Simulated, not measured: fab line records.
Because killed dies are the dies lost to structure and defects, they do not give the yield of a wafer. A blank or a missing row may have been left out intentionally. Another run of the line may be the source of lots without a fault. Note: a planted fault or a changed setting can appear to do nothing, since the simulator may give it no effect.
What tool caused it? :: flow gf180mcu :: 6 lots with 18 wafers sampled at 3 steps, on a route of 602 steps

## WHAT THE GAUGES READ, wafer by wafer
GF_HV_LDD_THK_MEAS_57.
lot: L306
measured: day 12 20:15
on: film_metro-02
HV_LDD_CVD_56_THK (nm): 90.5 90.2 90.9

lot: L310
measured: day 14 05:19
on: film_metro-03
HV_LDD_CVD_56_THK (nm): 90.5 90.7 90.1

lot: L317
measured: day 17 11:06
on: film_metro-03
HV_LDD_CVD_56_THK (nm): 74.3 74.4 73.7

lot: L319
measured: day 17 17:59
on: film_metro-03
HV_LDD_CVD_56_THK (nm): 73.2 73.2 72.4

lot: L324
measured: day 19 00:54
on: film_metro-02
HV_LDD_CVD_56_THK (nm): 88.3 88.5 88.2

lot: L328
measured: day 20 08:22
on: film_metro-04
HV_LDD_CVD_56_THK (nm): 90.5 90.8 89.9

## WHICH TOOL RAN EACH LOT (tool, then ch and the chambers of the sampled wafers, then the start)
lot: L306
GF_VT_IMPLANT_RTA_45: rtp_anneal-01 ch 0, day 7 21:10
GF_HV_LDD_CVD_56: lpcvd-02 ch 0, day 12 18:05

lot: L310
GF_VT_IMPLANT_RTA_45: rtp_anneal-01 ch 0, day 9 01:32
GF_HV_LDD_CVD_56: lpcvd-02 ch 1, day 14 03:53

lot: L317
GF_VT_IMPLANT_RTA_45: rtp_anneal-01 ch 0, day 11 02:02
GF_HV_LDD_CVD_56: lpcvd-02 ch 0, day 17 09:41

lot: L319
GF_VT_IMPLANT_RTA_45: rtp_anneal-02 ch 0, day 11 12:43
GF_HV_LDD_CVD_56: lpcvd-02 ch 0, day 17 16:34

lot: L324
GF_VT_IMPLANT_RTA_45: rtp_anneal-01 ch 0, day 12 21:07
GF_HV_LDD_CVD_56: lpcvd-01 ch 1, day 18 23:28

lot: L328
GF_VT_IMPLANT_RTA_45: rtp_anneal-01 ch 0, day 14 01:59
GF_HV_LDD_CVD_56: lpcvd-01 ch 1, day 20 06:55
- GF_VT_IMPLANT_RTA_45: time 30 s.
- GF_HV_LDD_CVD_56: deposits Si3N4 from DCS/NH3, target thk 90 nm, time 1543 s.

## THE ANSWER, worked out from the rows above alone
Rule: the usual values come from the lots themselves. The widest of any qualifying gaps counts: lots, ordered by their means at a reading, are off when they make up no more than a third of the lots, leave a main group of 4 or more, and stand apart from it by 3 or more times the standard deviation of that group's means. Not used: any main group whose means are identical at the precision the tables above print for the reading. A lot without any number at a reading at which 4 lots or more have one is off too. Any other lot the step has rows for is counted as sound.
Off: L317, L319, at GF_HV_LDD_THK_MEAS_57 (HV_LDD_CVD_56_THK). For the main group the mean is 89.9 nm and the standard deviation 0.92.
If a tool, at a process step before that reading, ran all the lots that are off and no sound lot after the first of them, it fits. Those tools and the gauges at GF_HV_LDD_THK_MEAS_57 are tried in the same way. Can't be told from this: 2 tools fit, lpcvd-02 at GF_HV_LDD_CVD_56, film_metro-03 at GF_HV_LDD_THK_MEAS_57.

## WHAT HAD BEEN PUT IN BY THE SIMULATOR
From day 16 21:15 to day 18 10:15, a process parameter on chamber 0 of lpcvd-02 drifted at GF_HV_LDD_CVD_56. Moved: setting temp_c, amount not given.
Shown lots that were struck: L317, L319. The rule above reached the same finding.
